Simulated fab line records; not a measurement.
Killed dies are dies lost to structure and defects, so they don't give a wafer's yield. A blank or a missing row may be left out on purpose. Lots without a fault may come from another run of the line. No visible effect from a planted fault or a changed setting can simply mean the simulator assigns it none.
2 desks looking at one fault :: flow sky130 :: numbers are kept per desk, each desk with only its own; the story behind them comes last

THE TOOL OWNER'S DESK: implanter-01
For each lot that ran on this tool, the mean over its sampled wafers that have a number, from the tool's own readings at SKY_LDD_HVN_IMPLANT_08. Any lot whose mean is over 4 standard deviations away from the usual mean is out of limits and marked OUT; that distance is given in the brackets.
Columns: A = beam_on_s at SKY_LDD_HVN_IMPLANT_08, usual 10.04 s; B = faraday_current_uA at SKY_LDD_HVN_IMPLANT_08, usual 168
lot: L233
first seen here: day 20 17:41
A: 9.84
B: 172

lot: L238
first seen here: day 22 12:16
A: 9.95
B: 170

lot: L242
first seen here: day 23 23:26
A: 11.54 (+7.9) OUT
B: 147 (-6.6) OUT

lot: L243
first seen here: day 24 06:47
A: 11.21 (+6.1) OUT
B: 150 (-5.5) OUT

lot: L251
first seen here: day 26 16:43
A: 10.13
B: 167

lot: L253
first seen here: day 27 12:52
A: 9.95
B: 170
This desk's verdict: out of limits on L242, L243, starting with L242 at day 23 23:26 (beam_on_s at SKY_LDD_HVN_IMPLANT_08). L233, L238, L251, L253: within limits.

AT THE METROLOGY DESK
What the gauges read, lot by lot, whatever tool the lot ran on: means of the sampled wafers that have a number. Any lot whose mean is over 4 standard deviations away from the usual mean is out of limits and marked OUT; that distance is given in the brackets.
Columns: A = GATE_OXIDE_TW at SKY_GATE_OXIDE_TW_MEAS_14, usual 224.9; B = LDD_HVN_TW at SKY_LDD_HVN_TW_MEAS_10, usual 1435; C = SD_N_RS at SKY_SD_N_RS_MEAS_16, usual 68.52 ohm/sq
lot: L233
first seen here: day 14 05:58
A: 224.9
B: 1427
C: 68.53

lot: L235
first seen here: day 14 17:45
A: 225.3
B: 1429
C: 68.61

lot: L237
first seen here: day 15 08:14
A: 224.5
B: 1431
C: 68.51

lot: L238
first seen here: day 15 17:06
A: 224.2
B: 1433
C: 68.52

lot: L242
first seen here: day 17 06:56
A: 225.5
B: 1491 (+8.7) OUT
C: 68.54

lot: L243
first seen here: day 17 12:11
A: 226.2
B: 1500 (+10) OUT
C: 68.55

lot: L246
first seen here: day 18 15:47
A: 222.8
B: 1426
C: 68.49

lot: L249
first seen here: day 19 13:26
A: 223.9
B: 1441
C: 68.55

lot: L250
first seen here: day 19 23:07
A: 223.0
B: 1437
C: 68.53

lot: L251
first seen here: day 20 00:46
A: 225.5
B: 1437
C: 68.71

lot: L252
first seen here: day 20 14:38
A: 226.7
B: 1438
C: 68.28

lot: L253
first seen here: day 21 00:47
A: 224.7
B: 1420
C: 68.49

lot: L254
first seen here: day 21 07:32
A: 226.4
B: 1436
C: 68.48
This desk finds L242, L243 out of limits, with the earliest case on L242 at day 23 23:41 (LDD_HVN_TW at SKY_LDD_HVN_TW_MEAS_10). L233, L235, L237, L238, L246, L249, L250, L251, L252, L253, L254: within limits.

BROUGHT TOGETHER
The tool owner's desk could have raised an alarm at day 23 23:26, on L242, L243.
At day 23 23:41 the metrology desk could have sounded an alarm, on L242, L243.
All the named lots went through SKY_LDD_HVN_IMPLANT_08 on implanter-01.

WHAT THE SIMULATOR HAD INSERTED
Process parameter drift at SKY_LDD_HVN_IMPLANT_08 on implanter-01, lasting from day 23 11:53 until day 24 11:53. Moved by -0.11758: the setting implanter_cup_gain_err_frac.
Struck lots among those shown: L242, L243.
Fault start to first reading out of limits, in hours, per desk: tool owner, 12; metrology, 12.
